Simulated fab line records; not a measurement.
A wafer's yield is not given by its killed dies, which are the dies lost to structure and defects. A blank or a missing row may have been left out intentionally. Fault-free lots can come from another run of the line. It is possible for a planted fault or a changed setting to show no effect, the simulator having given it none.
The tool behind it: which one? || flow gf180mcu || 13 lots with 39 wafers sampled at 5 steps, on a route of 602 steps

WHAT EACH GAUGE READ, for each wafer
GF_STI_THK_MEAS_30.
{"lot": "L815", "measured": "day 2 07:11", "on": "filmMetro-04", "STI_OXIDATION_02_THK (nm)": "10.53 10.37 10.53"}
{"lot": "L816", "measured": "day 2 10:52", "on": "filmMetro-01", "STI_OXIDATION_02_THK (nm)": "10.39 10.26 10.49"}
{"lot": "L817", "measured": "day 2 17:26", "on": "filmMetro-02", "STI_OXIDATION_02_THK (nm)": "10.25 10.26 10.38"}
{"lot": "L820", "measured": "day 3 09:32", "on": "filmMetro-04", "STI_OXIDATION_02_THK (nm)": "10.48 10.49 10.39"}
{"lot": "L821", "measured": "day 3 15:03", "on": "filmMetro-04", "STI_OXIDATION_02_THK (nm)": "10.41 10.31 10.24"}
{"lot": "L822", "measured": "day 3 20:07", "on": "filmMetro-01", "STI_OXIDATION_02_THK (nm)": "10.02 10.30 10.09"}
{"lot": "L824", "measured": "day 4 05:55", "on": "filmMetro-02", "STI_OXIDATION_02_THK (nm)": "10.30 10.56 10.39"}
{"lot": "L827", "measured": "day 4 20:55", "on": "filmMetro-04", "STI_OXIDATION_02_THK (nm)": "10.47 10.47 10.57"}
{"lot": "L828", "measured": "day 5 01:55", "on": "filmMetro-01", "STI_OXIDATION_02_THK (nm)": "10.86 10.98 10.79"}
{"lot": "L829", "measured": "day 5 05:47", "on": "filmMetro-01", "STI_OXIDATION_02_THK (nm)": "10.61 10.60 10.50"}
{"lot": "L830", "measured": "day 5 12:43", "on": "filmMetro-02", "STI_OXIDATION_02_THK (nm)": "10.69 10.51 10.56"}
{"lot": "L833", "measured": "day 6 04:22", "on": "filmMetro-02", "STI_OXIDATION_02_THK (nm)": "10.45 10.49 10.53"}
{"lot": "L834", "measured": "day 6 07:06", "on": "filmMetro-04", "STI_OXIDATION_02_THK (nm)": "10.43 10.45 10.53"}

GF_VT_IMPLANT_RS_MEAS_49: measures by four-point-probe.
{"lot": "L815", "measured": "day 7 10:41", "on": "filmMetro-04", "MVPSD_RS (ohm/sq)": "1167 1165 1168"}
{"lot": "L816", "measured": "day 7 17:26", "on": "filmMetro-01", "MVPSD_RS (ohm/sq)": "1170 1170 1171"}
{"lot": "L817", "measured": "day 8 02:58", "on": "filmMetro-01", "MVPSD_RS (ohm/sq)": "1168 1167 1167"}
{"lot": "L820", "measured": "day 8 22:50", "on": "filmMetro-01", "MVPSD_RS (ohm/sq)": "1164 1164 1166"}
{"lot": "L821", "measured": "day 9 07:02", "on": "filmMetro-01", "MVPSD_RS (ohm/sq)": "1172 1169 1169"}
{"lot": "L822", "measured": "day 9 14:11", "on": "filmMetro-04", "MVPSD_RS (ohm/sq)": "1163 1165 1160"}
{"lot": "L824", "measured": "day 10 02:23", "on": "filmMetro-04", "MVPSD_RS (ohm/sq)": "1162 1164 1163"}
{"lot": "L827", "measured": "day 10 23:13", "on": "filmMetro-04", "MVPSD_RS (ohm/sq)": "1168 1167 1165"}
{"lot": "L828", "measured": "day 11 05:46", "on": "filmMetro-01", "MVPSD_RS (ohm/sq)": "1165 1165 1165"}
{"lot": "L829", "measured": "day 11 10:10", "on": "filmMetro-01", "MVPSD_RS (ohm/sq)": "1169 1164 1168"}
{"lot": "L830", "measured": "day 11 17:04", "on": "filmMetro-04", "MVPSD_RS (ohm/sq)": "1194 1195 1192"}
{"lot": "L833", "measured": "day 12 18:43", "on": "filmMetro-03", "MVPSD_RS (ohm/sq)": "1189 1189 1189"}
{"lot": "L834", "measured": "day 12 21:20", "on": "filmMetro-04", "MVPSD_RS (ohm/sq)": "1188 1189 1191"}

GF_POLY_GATE_THK_MEAS_17.
{"lot": "L815", "measured": "day 9 03:41", "on": "filmMetro-03", "POLY_GATE_OXIDATION_THK (nm)": "3.98 3.98 3.89"}
{"lot": "L816", "measured": "day 9 10:13", "on": "filmMetro-04", "POLY_GATE_OXIDATION_THK (nm)": "4.02 4.10 4.03"}
{"lot": "L817", "measured": "day 9 20:46", "on": "filmMetro-03", "POLY_GATE_OXIDATION_THK (nm)": "4.03 4.00 4.00"}
{"lot": "L820", "measured": "day 10 18:32", "on": "filmMetro-03", "POLY_GATE_OXIDATION_THK (nm)": "3.97 3.95 4.00"}
{"lot": "L821", "measured": "day 11 03:37", "on": "filmMetro-04", "POLY_GATE_OXIDATION_THK (nm)": "3.98 3.96 3.90"}
{"lot": "L822", "measured": "day 11 09:42", "on": "filmMetro-03", "POLY_GATE_OXIDATION_THK (nm)": "3.77 3.80 3.83"}
{"lot": "L824", "measured": "day 11 22:40", "on": "filmMetro-04", "POLY_GATE_OXIDATION_THK (nm)": "3.94 4.01 3.93"}
{"lot": "L827", "measured": "day 12 19:11", "on": "filmMetro-03", "POLY_GATE_OXIDATION_THK (nm)": "3.91 3.88 3.96"}
{"lot": "L828", "measured": "day 13 04:34", "on": "filmMetro-02", "POLY_GATE_OXIDATION_THK (nm)": "3.90 3.88 3.94"}
{"lot": "L829", "measured": "day 13 10:59", "on": "filmMetro-02", "POLY_GATE_OXIDATION_THK (nm)": "3.98 4.07 4.10"}
{"lot": "L830", "measured": "day 13 15:11", "on": "filmMetro-04", "POLY_GATE_OXIDATION_THK (nm)": "4.11 4.14 4.06"}
{"lot": "L833", "measured": "day 15 01:26", "on": "filmMetro-04", "POLY_GATE_OXIDATION_THK (nm)": "3.95 3.85 3.95"}
{"lot": "L834", "measured": "day 15 01:27", "on": "filmMetro-02", "POLY_GATE_OXIDATION_THK (nm)": "3.93 3.98 4.03"}

EACH LOT AND THE TOOL THAT RAN IT (in order: tool; ch and the chambers of the sampled wafers; start)
{"lot": "L815", "GF_LVPWELL_STRIP_10": "plasmaAsher-02 ch 0,1, day 3 19:27", "GF_MVPSD_IMPLANT_09": "implanter-03 ch 0, day 4 21:39"}
{"lot": "L816", "GF_LVPWELL_STRIP_10": "plasmaAsher-04 ch 0,1, day 4 01:19", "GF_MVPSD_IMPLANT_09": "implanter-03 ch 0, day 5 05:14"}
{"lot": "L817", "GF_LVPWELL_STRIP_10": "plasmaAsher-02 ch 0,1, day 4 08:37", "GF_MVPSD_IMPLANT_09": "implanter-03 ch 0, day 5 12:18"}
{"lot": "L820", "GF_LVPWELL_STRIP_10": "plasmaAsher-04 ch 0,1, day 5 01:31", "GF_MVPSD_IMPLANT_09": "implanter-01 ch 0, day 6 04:58"}
{"lot": "L821", "GF_LVPWELL_STRIP_10": "plasmaAsher-04 ch 0,1, day 5 06:57", "GF_MVPSD_IMPLANT_09": "implanter-04 ch 0, day 6 12:06"}
{"lot": "L822", "GF_LVPWELL_STRIP_10": "plasmaAsher-02 ch 0,1, day 5 13:48", "GF_MVPSD_IMPLANT_09": "implanter-01 ch 0, day 6 19:37"}
{"lot": "L824", "GF_LVPWELL_STRIP_10": "plasmaAsher-04 ch 0,1, day 6 00:25", "GF_MVPSD_IMPLANT_09": "implanter-04 ch 0, day 7 06:48"}
{"lot": "L827", "GF_LVPWELL_STRIP_10": "plasmaAsher-04 ch 0,1, day 6 17:40", "GF_MVPSD_IMPLANT_09": "implanter-04 ch 0, day 8 01:21"}
{"lot": "L828", "GF_LVPWELL_STRIP_10": "plasmaAsher-02 ch 0,1, day 6 21:27", "GF_MVPSD_IMPLANT_09": "implanter-03 ch 0, day 8 06:18"}
{"lot": "L829", "GF_LVPWELL_STRIP_10": "plasmaAsher-04 ch 0, day 7 02:51", "GF_MVPSD_IMPLANT_09": "implanter-03 ch 0, day 8 10:48"}
{"lot": "L830", "GF_LVPWELL_STRIP_10": "plasmaAsher-04 ch 0,1, day 7 08:15", "GF_MVPSD_IMPLANT_09": "implanter-04 ch 0, day 8 16:18"}
{"lot": "L833", "GF_LVPWELL_STRIP_10": "plasmaAsher-03 ch 0,1, day 8 03:53", "GF_MVPSD_IMPLANT_09": "implanter-04 ch 0, day 9 14:33"}
{"lot": "L834", "GF_LVPWELL_STRIP_10": "plasmaAsher-04 ch 0,1, day 8 06:18", "GF_MVPSD_IMPLANT_09": "implanter-04 ch 0, day 9 17:25"}
- GF_LVPWELL_STRIP_10: strips in O2/N2.
- GF_MVPSD_IMPLANT_09

WHAT THE TOOLS THEMSELVES READ (means of the sampled wafers that have a number; where no wafer has one, the mark that the record gives instead)
GF_LVPWELL_STRIP_10.
{"lot": "L815", "tool": "plasmaAsher-02", "drypumpMotorCurrentA (A)": 6.3, "heaterPowerW (W)": 380, "oesProductAu (a.u.)": 0.722, "stripTimeToEndpointS (s)": 37.00}
{"lot": "L816", "tool": "plasmaAsher-04", "drypumpMotorCurrentA (A)": 6.1, "heaterPowerW (W)": 316, "oesProductAu (a.u.)": 0.719, "stripTimeToEndpointS (s)": 37.04}
{"lot": "L817", "tool": "plasmaAsher-02", "drypumpMotorCurrentA (A)": 6.3, "heaterPowerW (W)": 375, "oesProductAu (a.u.)": 0.722, "stripTimeToEndpointS (s)": 37.13}
{"lot": "L820", "tool": "plasmaAsher-04", "drypumpMotorCurrentA (A)": 6.1, "heaterPowerW (W)": 314, "oesProductAu (a.u.)": 0.725, "stripTimeToEndpointS (s)": 36.95}
{"lot": "L821", "tool": "plasmaAsher-04", "drypumpMotorCurrentA (A)": 6.1, "heaterPowerW (W)": 318, "oesProductAu (a.u.)": 0.721, "stripTimeToEndpointS (s)": 36.86}
{"lot": "L822", "tool": "plasmaAsher-02", "drypumpMotorCurrentA (A)": 6.3, "heaterPowerW (W)": 374, "oesProductAu (a.u.)": 0.718, "stripTimeToEndpointS (s)": 37.00}
{"lot": "L824", "tool": "plasmaAsher-04", "drypumpMotorCurrentA (A)": 6.1, "heaterPowerW (W)": 318, "oesProductAu (a.u.)": 0.724, "stripTimeToEndpointS (s)": 36.88}
{"lot": "L827", "tool": "plasmaAsher-04", "drypumpMotorCurrentA (A)": 6.1, "heaterPowerW (W)": 314, "oesProductAu (a.u.)": 0.719, "stripTimeToEndpointS (s)": 37.07}
{"lot": "L828", "tool": "plasmaAsher-02", "drypumpMotorCurrentA (A)": 6.2, "heaterPowerW (W)": 377, "oesProductAu (a.u.)": 0.721, "stripTimeToEndpointS (s)": 37.05}
{"lot": "L829", "tool": "plasmaAsher-04", "drypumpMotorCurrentA (A)": 6.1, "heaterPowerW (W)": 314, "oesProductAu (a.u.)": 0.723, "stripTimeToEndpointS (s)": 37.07}
{"lot": "L830", "tool": "plasmaAsher-04", "drypumpMotorCurrentA (A)": 6.1, "heaterPowerW (W)": 326, "oesProductAu (a.u.)": 0.724, "stripTimeToEndpointS (s)": 37.10}
{"lot": "L833", "tool": "plasmaAsher-03", "drypumpMotorCurrentA (A)": 5.2, "heaterPowerW (W)": 328, "oesProductAu (a.u.)": 0.718, "stripTimeToEndpointS (s)": 37.11}
{"lot": "L834", "tool": "plasmaAsher-04", "drypumpMotorCurrentA (A)": 6.1, "heaterPowerW (W)": 319, "oesProductAu (a.u.)": 0.724, "stripTimeToEndpointS (s)": 36.85}

GF_MVPSD_IMPLANT_09.
{"lot": "L815", "tool": "implanter-03", "doseIonsCm2": 5e+12, "faradayCurrentUA": 27.9}
{"lot": "L816", "tool": "implanter-03", "doseIonsCm2": 5e+12, "faradayCurrentUA": 28.1}
{"lot": "L817", "tool": "implanter-03", "doseIonsCm2": 5e+12, "faradayCurrentUA": 27.7}
{"lot": "L820", "tool": "implanter-01", "doseIonsCm2": 5e+12, "faradayCurrentUA": 28.4}
{"lot": "L821", "tool": "implanter-04", "doseIonsCm2": 5e+12, "faradayCurrentUA": 27.5}
{"lot": "L822", "tool": "implanter-01", "doseIonsCm2": 5e+12, "faradayCurrentUA": 28.3}
{"lot": "L824", "tool": "implanter-04", "doseIonsCm2": 5e+12, "faradayCurrentUA": 28.0}
{"lot": "L827", "tool": "implanter-04", "doseIonsCm2": 5e+12, "faradayCurrentUA": 27.5}
{"lot": "L828", "tool": "implanter-03", "doseIonsCm2": 5e+12, "faradayCurrentUA": 27.7}
{"lot": "L829", "tool": "implanter-03", "doseIonsCm2": 5e+12, "faradayCurrentUA": 28.6}
{"lot": "L830", "tool": "implanter-04", "doseIonsCm2": 5e+12, "faradayCurrentUA": 25.7}
{"lot": "L833", "tool": "implanter-04", "doseIonsCm2": 5e+12, "faradayCurrentUA": 25.4}
{"lot": "L834", "tool": "implanter-04", "doseIonsCm2": 5e+12, "faradayCurrentUA": 25.5}

THE ANSWER, worked out from the rows above alone
Rule: the usual values come from the lots themselves. Put in order of their means at a reading, lots are off if they are a third of the lots or fewer, leave a main group of 4 or more, and stand apart from it by a gap of 3 or more times the standard deviation of the main group's means; of several such gaps the widest counts. A main group is skipped when, at the precision printed for the reading in the tables above, its means are all equal. A lot without any number at a reading at which 4 lots or more have one is off too. All remaining lots with rows at the step are treated as sound. After the gauges, taken in route order, come the tools' own readings; for these a lot's mean is taken, as printed above. The first step at which some lot is off is used, and at that step the reading that is off furthest; a lot without a number counts as furthest.
Off: at GF_VT_IMPLANT_RS_MEAS_49 (MVPSD_RS), L830, L833, L834. Mean 1166 ohm/sq and standard deviation 2.5 in the main group.
A tool fits if, at a process step before that reading, it ran every lot that is off, and no sound lot after the first of them. The gauges at GF_VT_IMPLANT_RS_MEAS_49 aren't tried: what is off there is off at GF_MVPSD_IMPLANT_09 too, on other tools, and a gauge's error can't cause that. One fits: implanter-04 at GF_MVPSD_IMPLANT_09. A fault onset in the window from L827 (day 8 01:21, its last sound lot) to L830 (day 8 16:18, its first lot off) fits.
The tool's own readings at GF_MVPSD_IMPLANT_09 bear it out: on the lots that are off they differ by more than 5 times the standard deviation of the sound lots' means. faradayCurrentUA reads 25.5 there against 28.0 on the sound lots.

WHAT THE SIMULATOR HAD PUT IN
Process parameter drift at GF_MVPSD_IMPLANT_09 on implanter-04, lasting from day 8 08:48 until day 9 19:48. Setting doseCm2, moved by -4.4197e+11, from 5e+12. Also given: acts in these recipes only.
Lots struck among those shown: L830, L833, L834. The rule above reached the same finding.
